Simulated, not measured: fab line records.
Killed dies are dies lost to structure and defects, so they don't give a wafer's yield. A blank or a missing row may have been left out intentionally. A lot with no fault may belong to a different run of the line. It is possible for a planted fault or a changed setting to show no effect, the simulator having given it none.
Split-lot experiment    flow gf180mcu    route with 602 steps; 5 lots, 23 wafers read

## THE SPLIT
At GF_V3_CMP_04 (polishes SiO2), the setting leave above ref nm was moved away from the recipe's 632.5 nm on 9 of the 23 wafers read, by -7.0% to +5.2%. The other wafers ran this setting at the recipe's value.

## FROM THE SPLIT TO THE READING: what the file shows between them, 4 steps
- GF_V3_SOFTBAKE_10: time 60 s (also split here: temp c)
- GF_V3_EXPOSE_11: exposes mask Via3, target cd 260 nm
- GF_V3_PEB_12: peb time 90 s
- GF_V3_ETCH_16: etches BARC in N2/H2

## THE READING
oes product au, in a.u., at GF_V3_ETCH_17 (etches SiO2 in C4F8/O2/Ar, stops on TiN, target depth 635 nm). Typical for fault-free wafers on this fab line: 0.856 a.u., with standard deviation 0.0044 a.u.

wafer   tool, chamber at the split  leave above ref nm as run, nm  against the recipe  oes product au, a.u.  against lot-mates on the recipe
L076.1  cmp-02, 1                   632.5                          recipe              0.857                 -
L076.2  cmp-02, 2                   632.5                          recipe              0.862                 -
L076.3  cmp-02, 3                   632.5                          recipe              0.852                 -
L076.4  cmp-02, 0                   632.5                          recipe              0.855                 -
L076.5  cmp-02, 3                   632.5                          recipe              0.857                 -
L078.2  cmp-02, 1                   588.3                          -7.0%               0.822                 -0.034
L078.3  cmp-02, 0                   632.5                          recipe              0.856                 -
L078.4  cmp-02, 3                   588.3                          -7.0%               0.832                 -0.024
L078.5  cmp-02, 2                   632.5                          recipe              0.856                 -
L078.6  cmp-02, 3                   588.3                          -7.0%               0.831                 -0.025
L079.1  cmp-01, 0                   632.5                          recipe              0.857                 -
L079.4  cmp-01, 1                   632.5                          recipe              0.860                 -
L079.5  cmp-01, 1                   632.5                          recipe              0.849                 -
L082.1  cmp-01, 1                   665.1                          +5.2%               0.876                 +0.021
L082.2  cmp-01, 2                   632.5                          recipe              0.858                 -
L082.3  cmp-01, 0                   665.1                          +5.2%               0.885                 +0.030
L082.5  cmp-01, 3                   665.1                          +5.2%               0.885                 +0.030
L082.6  cmp-01, 0                   632.5                          recipe              0.852                 -
L084.1  cmp-02, 0                   604.3                          -4.5%               0.829                 -0.027
L084.2  cmp-02, 2                   632.5                          recipe              0.858                 -
L084.4  cmp-02, 3                   604.3                          -4.5%               0.828                 -0.028
L084.5  cmp-02, 3                   604.3                          -4.5%               0.834                 -0.022
L084.6  cmp-02, 0                   632.5                          recipe              0.854                 -

THE FIT
A straight line over all 23 wafers: oes product au changes by +0.00465 a.u. for each +1% of leave above ref nm; r = +0.96; the points scatter about the line by 0.0046 a.u.
The same after taking each lot's own level away (the mean of its wafers on the recipe; 23 wafers): +0.00472 a.u. for each +1%; r = +0.96; scatter 0.0046 a.u.
That fit puts the effect of the largest move of leave above ref nm on the reading at 0.033 a.u.
From 0.8550 to 0.8566 a.u.: that is the span of the lots' own levels, equal to 0.4 times the standard deviation above.
Consequently the slope shifts little with the lot-to-lot level, the two slopes agreeing.
Check: with one of the wafers moved furthest among these (-7.0%) left out of the fit, the line predicts -0.0322 a.u. for it against its lot-mates. Against them it came out at -0.034 a.u.
Tool readings at the split's step, against how far the setting was moved: time to endpoint s r = -0.93.

## OTHER SPLITS APPLIED TO THESE WAFERS
Before the reading, these wafers also passed through other splits. Each is held against what the fit with the lots' levels taken away leaves over:
other split on the same wafers  wafers away from the commonest value  r with oes product au (lot level and that fit taken away)
GF_V1_CVD_02 time s             8                                     -0.15
GF_M2_SPUTTER_01 power w        7                                     -0.12
GF_V2_CVD_00 sih4 flow sccm     7                                     -0.10
GF_V2_COAT_09 resist thk nm     8                                     +0.30
GF_V2_ETCH_16 ion energy ev     2                                     +0.25
GF_M3_SPUTTER_02 power w        8                                     -0.04
GF_V3_SOFTBAKE_10 temp c        6                                     +0.25

## THE WHOLE CHAIN: every reading that the file lists as answering this split, in the file's order
step           what it does                                                  reading                                                                    change (the file's fit)                    r (the file's)
GF_V3_CMP_04   polishes SiO2                                                 time to endpoint s                                                         withheld for each +1% of the setting       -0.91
GF_V3_CMP_04   polishes SiO2                                                 SiO2_of_V3_CVD_02.thk nm (the simulator's own value, which no gauge read)  +6.31 nm for each +1% of the setting       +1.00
GF_V3_ETCH_17  etches SiO2 in C4F8/O2/Ar, stops on TiN, target depth 635 nm  oes product au                                                             +0.00475 a.u. for each +1% of the setting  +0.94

## THE FILE'S OWN FIT
oes product au changes by +0.00475 a.u. for each +1% of leave above ref nm, r = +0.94.
